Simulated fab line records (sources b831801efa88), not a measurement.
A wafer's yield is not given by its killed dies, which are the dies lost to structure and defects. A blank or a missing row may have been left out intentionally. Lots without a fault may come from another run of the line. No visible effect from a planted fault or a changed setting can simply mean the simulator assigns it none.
Chamber matching    flow sky130    SKY_POLY_CUT_ETCH_11 on rieDiel-02: 4 sister chambers
The step etches Si3N4 in CF4/CH2F2/Ar, stops on poly-Si, time 42.5 s, target depth 60 nm. 4 wafers are shown with their chamber, then 7 later ones without.

== EACH WAFER AND ITS CHAMBER ==
wafer   chamber  drypumpMotorCurrentA (A)
L464.4  0        5.7
L467.1  1        5.9
L467.6  3        5.2
L471.5  2        5.5

== WAFERS WITHOUT THEIR CHAMBER ==
wafer   drypumpMotorCurrentA (A)
L471.6  5.9
L475.1  5.5
L475.3  5.2
L475.6  5.5
L477.2  5.8
L477.4  6.0
L477.6  5.5

== CHAMBER TAKEN BY EACH ==
wafer   from the rows above      in truth
L471.6  1                        1
L475.1  2                        2
L475.3  3                        3
L475.6  2                        2
L477.2  can't be placed: 0 or 1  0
L477.4  1                        1
L477.6  2                        2
Placed correctly: 6 of 7. Can't be placed from these rows: 1 (the true chamber is among the candidates in 1). Wrongly placed: 0.
How it was worked out, from the rows above alone: a wafer's distance from a chamber is the root of the sum, over the readings, of the square of ((its reading less the chamber's mean) divided by the reading's scatter). If the next closest chamber is less than 2 further off than the closest, the wafer can't be placed; otherwise it belongs to the closest. Each chamber's mean is taken over the wafers shown for it. The scatter: with one shown wafer a chamber, the root of the mean of the squares of how far each hidden wafer lies from its nearest shown one.
